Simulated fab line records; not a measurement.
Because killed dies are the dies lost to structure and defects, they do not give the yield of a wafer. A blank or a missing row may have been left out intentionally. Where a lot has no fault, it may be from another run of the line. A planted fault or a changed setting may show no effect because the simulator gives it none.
fab line records	flow sky130
record lots=6	wafers=18	last-day=48
route steps=708 shown VIA3@575
lots that met no fault: taken from a fault-free run of the same line
start-h: hours from the record's opening day to when the first of the lot's shown wafers began	wait-h: how many hours have passed since the lot's step before this one	" as in the row above	L1.1+2: one row covering several wafers at once	- no value, or no start given	* or withheld: withheld	< > ~ a bound
route shown NAME@n: names a module that has steps shown in the file, with the first one's number in the route	usual: mean and standard deviation over wafers with no fault	same: alike in all rows	chamber/n: place in a boat	sites: the reading at each site	_std_site: standard deviation of those values	_edge_site: outer sites' mean less inner sites'	radius-mm: for every site, how far away it sits from the centre of the wafer	mask NAME#n: copy n	behind: the most recent tool/chamber to have shaped the wafer	hold: the reason the lot was held/the length of the hold in hours/how it ended	device: which transistor (n, p or np) failed to switch	end of line: at the end of the route, the tests of the same wafers	step lacking rows: just its recipe	killed: at the first sort, the dies lost to defects and structure; wafer yield is something else	map: dies across one wafer; x = killed, . = not, _ = none there
set.NAME: setting as actually run; set.NAME@STEP: the setting as run at that earlier step	model.NAME: the simulator's own value behind a step, which no gauge read
lots seen at some steps along the route; tables by step, rows by wafer
services: when a tool's chamber went out of use (start-h, in hours from the record's first day, below 0 if earlier), for how many hours, and the reason
## steps
# step SKY_VIA3_CMP_02
# recipe material=SiO2	down-force-psi=4	platen-rpm=60	pad-velocity-m-s=0.94248
# usual motor-current-A=11.1/0.9
lot.wafer	tool	chamber	start-h	wait-h	motor-current-A
L311.4	cmp-01	3	920.62	0.1	11.9
L311.2	"	0	"	"	10.1
L311.6	"	2	"	"	10.8
L315.3	cmp-01	3	957.50	0.0	11.2
L315.2	"	1	"	"	11.7
L315.5	"	3	"	"	11.1
L316.2	cmp-02	1	968.69	0.0	12.9
L316.3	"	0	"	"	9.7
L316.5	"	2	"	"	11.0
L317.4	cmp-01	0	974.04	0.1	10.0
L317.3	"	1	"	"	11.2
L317.6	"	3	"	"	11.0
L321.3	cmp-02	0	995.89	0.1	10.0
L321.2	"	1	"	"	13.3
L321.5	"	3	"	"	11.6
L323.2	cmp-02	2	1000.52	0.2	11.6
L323.5	"	3	"	"	11.8
L323.6	"	0	"	"	9.9
# step SKY_VIA3_BOW_MEAS_03
# recipe mode=bow
# usual VIA3_BOW=80/8.8
lot.wafer	tool	chamber	start-h	wait-h	VIA3_BOW[um]
L311.2	film-metro-04	-	920.89	0.2	88
L311.4	"	-	"	"	80
L311.6	"	-	"	"	89
L315.2	film-metro-03	-	957.82	0.2	75
L315.3	"	-	"	"	66
L315.5	"	-	"	"	81
L316.2	film-metro-04	-	969.01	0.3	79
L316.3	"	-	"	"	78
L316.5	"	-	"	"	72
L317.3	film-metro-03	-	974.28	0.1	59
L317.4	"	-	"	"	60
L317.6	"	-	"	"	57
L321.2	film-metro-04	-	996.11	0.1	88
L321.3	"	-	"	"	98
L321.5	"	-	"	"	88
L323.2	film-metro-01	-	1000.69	0.1	80
L323.5	"	-	"	"	83
L323.6	"	-	"	"	82
# step SKY_VIA3_DEHYDRATE_04
# recipe temp-c=200	time-s=60
# step SKY_VIA3_HMDS_05
# recipe prime-time-s=60	prime-temp-c=120
# step SKY_VIA3_COAT_06
# recipe resist=BARC	temp-c=withheld	time-s=withheld	spin-rpm=3000	resist-thk-nm=60
# step SKY_VIA3_COAT_07
# recipe resist=KrF-thick	spin-rpm=3000	resist-thk-nm=450
# step SKY_VIA3_SOFTBAKE_08
# recipe temp-c=100	time-s=90	resist=KrF-thick
# step SKY_VIA3_EXPOSE_09
# recipe mask-id=VIM3	na=0.8	source-shape=annular	sigma-inner=0.55	sigma-outer=0.85	target-cd-nm=200	dose-mj=38
# step SKY_VIA3_PEB_10
# recipe peb-temp-c=withheld	peb-time-s=withheld	resist=KrF-thick
# step SKY_VIA3_DEVELOP_11
# recipe develop-time-s=60	resist=KrF-thick	dev-temp-c=21
# step SKY_VIA3_CD_MEAS_12
# recipe target-cd-nm=200
# usual cd-nm=200.1/1.3
lot.wafer	tool	chamber	start-h	wait-h	cd-nm
L311.2	cd-sem-02	-	945.61	-	199.7
L311.4	"	-	"	"	199.7
L311.6	"	-	"	"	201.1
L315.2	cd-sem-01	-	982.28	-	201.1
L315.3	"	-	"	"	201.1
L315.5	"	-	"	"	201.8
L316.2	cd-sem-02	-	992.68	-	200.7
L316.3	"	-	"	"	200.4
L316.5	"	-	"	"	200.4
L317.3	cd-sem-02	-	997.70	-	200.0
L317.4	"	-	"	"	199.2
L317.6	"	-	"	"	201.0
L321.2	cd-sem-02	-	1018.93	-	199.9
L321.3	"	-	"	"	200.3
L321.5	"	-	"	"	199.8
L323.2	cd-sem-02	-	1023.61	-	198.7
L323.5	"	-	"	"	199.4
L323.6	"	-	"	"	198.5
# step SKY_VIA3_OVL_MEAS_13
# usual VIA3_OVL=2/6.1
lot.wafer	tool	chamber	start-h	wait-h	VIA3_OVL[nm]
L311.2	overlay-02	-	945.72	0.1	-3
L311.4	"	-	"	"	-1
L311.6	"	-	"	"	-10
L315.2	overlay-01	-	982.39	0.1	5
L315.3	"	-	"	"	1
L315.5	"	-	"	"	-2
L316.2	overlay-01	-	992.79	0.1	2
L316.3	"	-	"	"	7
L316.5	"	-	"	"	5
L317.3	overlay-01	-	997.79	0.1	9
L317.4	"	-	"	"	9
L317.6	"	-	"	"	9
L321.2	overlay-02	-	1019.04	0.1	6
L321.3	"	-	"	"	-2
L321.5	"	-	"	"	4
L323.2	overlay-01	-	1023.72	0.1	0
L323.5	"	-	"	"	6
L323.6	"	-	"	"	1
# step SKY_VIA3_ETCH_14
# recipe chemistry=N2/H2	target=BARC	ion-energy-ev=200	source-w=500	bias-w=100	pressure-mtorr=30	n2-flow-sccm=100	h2-flow-sccm=200	stop-on=SiO2	time-s=45.9	target-depth-a=600
# usual drypump-motor-current-A=5.8/0.47	oes-product-au=0.855/0.0049	run-length-s=74.0/0.42	throttle-valve-pct=13.224/0.0086
lot.wafer	tool	chamber	start-h	wait-h	drypump-motor-current-A	oes-product-au	rf-hours-counter-h	run-length-s	throttle-valve-pct	model.KrF-thick_of_VIA3_COAT_07.thk-nm
L311.2	rie-diel-02	1	945.75	0.0	5.7	0.849	15	74.0	13.205	393.2
L311.4	"	2	"	"	5.5	0.856	-	73.6	13.231	393
L311.6	"	3	"	"	6.6	0.856	-	73.4	13.230	391.3
L315.2	rie-diel-01	0	982.42	0.0	5.2	0.848	2	73.5	13.218	392.2
L315.3	"	1	"	"	6.2	0.852	17	74.3	13.215	392.9
L315.5	"	0	"	"	5.2	0.852	-	73.6	13.222	392.6
L316.2	rie-diel-02	0	992.82	0.0	5.8	0.853	21	74.1	13.209	392.2
L316.3	"	1	"	"	5.6	0.859	16	74.3	13.222	392.3
L316.5	"	0	"	"	5.8	0.847	-	74.8	13.216	391.2
L317.3	rie-diel-01	1	997.82	0.0	6.2	1.017	17	63.0	13.231	401.8
L317.4	"	3	"	"	6.1	1.011	23	63.5	13.250	404.6
L317.6	"	1	"	"	6.2	1.017	-	63.2	13.243	403.3
L321.2	rie-diel-01	1	1019.07	0.0	6.2	1.023	18	63.2	13.236	399.3
L321.3	"	2	"	"	6.1	1.017	10	63.0	13.236	401
L321.5	"	2	"	"	6.1	1.020	-	63.1	13.232	401.4
L323.2	rie-diel-04	0	1023.75	0.0	6.2	0.840	5	74.0	13.227	390.7
L323.5	"	2	"	"	5.5	0.858	-	73.9	13.224	392.5
L323.6	"	1	"	"	6.1	0.851	-	73.6	13.232	391.6
# step SKY_VIA3_ETCH_15
# recipe target=SiO2	chemistry=C4F8/O2/Ar	target-depth-nm=507	stop-on=TiN	mask-material=KrF-thick	source-w=1500	bias-w=1200	pressure-mtorr=40	c4f8-flow-sccm=withheld	O2_flow_sccm=6	Ar_flow_sccm=300	time-s=78
# usual oes-product-au=0.945/0.0048	run-length-s=106.1/0.4
lot.wafer	tool	chamber	start-h	wait-h	oes-product-au	run-length-s	model.KrF-thick_of_VIA3_COAT_07.thk-nm
L311.2	rie-diel-02	1	945.79	0.0	0.953	106.1	291.8
L311.4	"	2	"	"	0.946	105.6	292.3
L311.6	"	3	"	"	0.948	105.8	288.6
L315.2	rie-diel-01	0	982.46	0.0	0.942	105.6	288.5
L315.3	"	1	"	"	0.954	106.2	289.5
L315.5	"	0	"	"	0.941	105.6	287.2
L316.2	rie-diel-02	0	992.86	0.0	0.948	106.2	291.2
L316.3	"	1	"	"	0.935	106.5	291.1
L316.5	"	0	"	"	0.937	106.5	291.2
L317.3	rie-diel-01	1	997.86	0.0	0.949	106.1	298.1
L317.4	"	3	"	"	0.941	106.4	304.2
L317.6	"	1	"	"	0.941	106.1	299.7
L321.2	rie-diel-01	1	1019.11	0.0	0.952	106.5	295
L321.3	"	2	"	"	0.957	106.3	297.3
L321.5	"	2	"	"	0.946	106.0	298
L323.2	rie-diel-04	0	1023.79	0.0	0.939	106.0	288.4
L323.5	"	2	"	"	0.951	106.0	290.2
L323.6	"	1	"	"	0.945	105.8	291.8
# step SKY_VIA3_STRIP_16
# recipe chemistry=O2/N2	power-w=1400	pressure-mtorr=1500	platen-temp-c=withheld	o2-flow-sccm=3000	n2-flow-sccm=300	overash-fraction=0.5
# usual drypump-motor-current-A=5.9/0.35	oes-product-au=0.402/0.0045	strip-time-to-endpoint-s=4.12/0.034
lot.wafer	tool	chamber	start-h	wait-h	drypump-motor-current-A	oes-product-au	rf-hours-counter-h	strip-time-to-endpoint-s
L311.2	plasma-asher-03	0	945.85	0.0	5.5	0.405	115	4.14
L311.4	"	1	"	"	5.5	0.403	-	4.14
L311.6	"	1	"	"	5.5	0.402	-	4.09
L315.2	plasma-asher-04	0	982.52	0.0	5.9	0.407	83	4.09
L315.3	"	0	"	"	5.9	0.406	-	4.10
L315.5	"	0	"	"	5.9	0.399	-	4.10
L316.2	plasma-asher-03	0	992.92	0.0	5.5	0.400	120	4.13
L316.3	"	0	"	"	5.5	0.410	-	4.13
L316.5	"	1	"	"	5.5	0.412	-	4.13
L317.3	plasma-asher-02	0	997.95	0.1	5.7	0.407	-	4.21
L317.4	"	1	"	"	6.3	0.410	-	4.26
L317.6	"	0	"	"	5.7	0.406	-	4.22
L321.2	plasma-asher-02	0	1019.17	0.0	5.8	0.406	57	4.17
L321.3	"	0	"	"	5.7	0.408	-	4.19
L321.5	"	1	"	"	6.3	0.408	-	4.20
L323.2	plasma-asher-02	1	1023.85	0.0	6.3	0.402	57	4.07
L323.5	"	0	"	"	5.7	0.395	-	4.10
L323.6	"	1	"	"	6.3	0.410	-	4.14
# step SKY_VIA3_STRIP_17
# recipe chemistry=post-etch-residue-remover	time-s=1200	temp-c=72.5
## services
tool	chamber	start-h	hours	kind
rie-diel-01	1	903.49	4.0	repair
plasma-asher-04	-	910.00	14.6	pm
cmp-01	-	912.79	4.0	pm
cmp-02	-	913.47	5.6	repair
rie-diel-01	3	913.95	4.1	repair
cmp-01	-	916.79	-	consumable-replace:conditioner
cmp-01	-	916.79	-	consumable-replace:pad
rie-diel-01	0	923.08	-	clean
rie-diel-01	0	923.08	18.8	scheduled-down
rie-diel-01	0	923.08	18.8	vent-cycle
cmp-01	-	928.88	8.1	pm
rie-diel-02	0	944.45	8.4	repair
cmp-02	-	951.15	3.5	pm
cmp-02	-	957.42	3.9	repair
rie-diel-01	3	961.25	21.6	repair
cmp-02	-	983.37	6.4	pm
cmp-02	-	1005.42	0.3	repair
plasma-asher-04	-	1012.14	22.7	repair
## key
first-sign step=SKY_VIA3_ETCH_14	reading=oes-product-au	direction=up	sigmas=34	usual=0.855	struck=1.017
effect step=SKY_VIA3_ETCH_14	reading=run-length-s	direction=down	sigmas=26	usual=*	struck=*
effect step=SKY_VIA3_STRIP_16	reading=strip-time-to-endpoint-s	direction=up	sigmas=2.5	usual=*	struck=*
model-effect step=SKY_VIA3_ETCH_14	value=KrF-thick_of_VIA3_COAT_07.thk-nm	without=391.3	struck=401.9
model-effect step=SKY_VIA3_ETCH_15	value=KrF-thick_of_VIA3_COAT_07.thk-nm	without=288.2	struck=298.7
met-at SKY_VIA3_ETCH_14
struck-wafers L317.3,L317.4,L317.6,L321.2,L321.3,L321.5
sort-left-out L317.3,L317.4,L317.6,L321.2,L321.3,L321.5
tester-left-out L321
onset-between 982.42 997.82
earlier-fault kind=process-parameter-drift	tool=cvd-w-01	chamber=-	onset-h=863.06	steps=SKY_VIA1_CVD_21	channel=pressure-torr	offset=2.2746	shape=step	acts-in=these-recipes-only	stated=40
earlier-fault kind=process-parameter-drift	tool=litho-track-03	chamber=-	onset-h=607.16	steps=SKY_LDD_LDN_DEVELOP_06	channel=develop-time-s	offset=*	shape=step	end-h=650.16	acts-in=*	stated=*
fault kind=process-parameter-drift	tool=rie-diel-01	chamber=-	onset-h=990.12	steps=SKY_VIA3_ETCH_14	channel=time-s	offset=*	shape=step	acts-in=*	stated=*
# tester-left-out: of these lots the tester's yield and bins aren't shown, on N5 and GAA mostly nor the transistor test; their killed dies are dies lost to structure and defects alone, not to doping, threshold or leakage, so they don't give the yield
# sort-left-out: the simulated sort isn't trusted on such a fault, so these wafers' sort isn't shown, and their yield isn't known
